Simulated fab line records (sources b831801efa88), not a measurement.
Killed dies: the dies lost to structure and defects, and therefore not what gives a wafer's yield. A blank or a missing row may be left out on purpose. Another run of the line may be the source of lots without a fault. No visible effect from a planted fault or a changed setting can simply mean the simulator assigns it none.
What tool caused it? | flow sky130 | 13 lots with 39 wafers sampled at 3 steps, on a route of 708 steps

== WHAT THE GAUGES READ, wafer by wafer ==
SKY_DNWELL_TW_MEAS_09. Usual: DNWELL_TW gives 1115 (standard deviation 8.4).
lot  | measured    | on            | DNWELL_TW      | flag
L876 | day 3 09:04 | film metro-01 | 1120 1117 1127 |
L877 | day 3 16:35 | film metro-01 | 1125 1124 1132 |
L879 | day 4 03:18 | film metro-02 | 1117 1113 1110 |
L880 | day 4 07:26 | film metro-02 | 1124 1119 1112 |
L881 | day 4 13:39 | film metro-02 | 30 30 30       | OFF
L890 | day 6 15:16 | film metro-01 | 1111 1108 1115 |
L891 | day 6 20:09 | film metro-01 | 1119 1124 1123 |
L892 | day 6 23:10 | film metro-01 | 1111 1109 1116 |
L893 | day 7 08:47 | film metro-02 | 1106 1106 1108 |
L894 | day 7 14:18 | film metro-01 | 1103 1104 1104 |
L895 | day 7 17:41 | film metro-02 | 1104 1107 1104 |
L896 | day 7 20:29 | film metro-02 | 1108 1111 1120 |
L897 | day 8 07:56 | film metro-03 | 1122 1123 1117 |

SKY_NWELL_TW_MEAS_15. Usual: NWELL_TW gives 1824 (standard deviation 11).
lot  | measured     | on            | NWELL_TW       | flag
L876 | day 4 18:33  | film metro-02 | 1807 1809 1812 |
L877 | day 5 02:23  | film metro-03 | 1835 1845 1833 |
L879 | day 5 12:00  | film metro-01 | 1841 1832 1838 |
L880 | day 5 16:53  | film metro-01 | 1826 1834 1827 |
L881 | day 6 00:18  | film metro-03 | 1966 1949 1950 | OFF
L890 | day 8 07:12  | film metro-01 | 1819 1826 1831 |
L891 | day 8 10:53  | film metro-02 | 1816 1814 1822 |
L892 | day 8 14:42  | film metro-01 | 1834 1826 1821 |
L893 | day 9 01:23  | film metro-02 | 1817 1823 1827 |
L894 | day 9 07:02  | film metro-01 | 1807 1818 1800 |
L895 | day 9 09:47  | film metro-01 | 1829 1821 1827 |
L896 | day 9 13:51  | film metro-03 | 1831 1831 1829 |
L897 | day 10 03:56 | film metro-01 | 1825 1815 1823 |

== WHICH TOOL RAN EACH LOT (tool, then ch and the chambers of the sampled wafers, then the start) ==
lot  | SKY_DNWELL_EXPOSE_04
L876 | iline stepper-01 ch 0, day 3 01:26
L877 | iline stepper-02 ch 0, day 3 08:34
L879 | iline stepper-01 ch 0, day 3 18:50
L880 | iline stepper-02 ch 0, day 3 22:49
L881 | iline stepper-02 ch 0, day 4 05:46
L890 | iline stepper-02 ch 0, day 6 05:51
L891 | iline stepper-01 ch 0, day 6 10:15
L892 | iline stepper-01 ch 0, day 6 13:03
L893 | iline stepper-01 ch 0, day 6 23:35
L894 | iline stepper-02 ch 0, day 7 03:46
L895 | iline stepper-02 ch 0, day 7 07:35
L896 | iline stepper-02 ch 0, day 7 10:24
L897 | iline stepper-01 ch 0, day 7 22:34
- SKY_DNWELL_EXPOSE_04: exposes mask DNM, target cd 3000 nm.

== WHAT THE TOOLS THEMSELVES READ (means of the sampled wafers that have a number; where no wafer has one, the mark that the record gives instead) ==
The record holds no such reading with a usual standard deviation.

== THE ANSWER, worked out from the rows above alone ==
Rule: a lot is off if the mean of its wafers that have a number lies more than 3 standard deviations from the usual mean. Also off: a lot with no number at a reading for which 4 or more lots have one. Where the step has rows for the other lots, those lots are counted as sound. The gauges are gone through in route order, then the tools' own readings, and for those a lot's mean is taken as printed above. The first step at which some lot is off is used, and at that step the reading that is off furthest; a lot without a number counts as furthest.
Off: L881, at SKY_DNWELL_TW_MEAS_09 (DNWELL_TW).
A tool fits if, at a process step before that reading, it ran every lot that is off, and no sound lot after the first of them. The gauges at SKY_DNWELL_TW_MEAS_09 aren't tried: what is off there is off at SKY_NWELL_TW_MEAS_15 too, on other tools, and a gauge's error can't cause that. Of those tried, none fits.

== WHAT HAD BEEN PUT IN BY THE SIMULATOR ==
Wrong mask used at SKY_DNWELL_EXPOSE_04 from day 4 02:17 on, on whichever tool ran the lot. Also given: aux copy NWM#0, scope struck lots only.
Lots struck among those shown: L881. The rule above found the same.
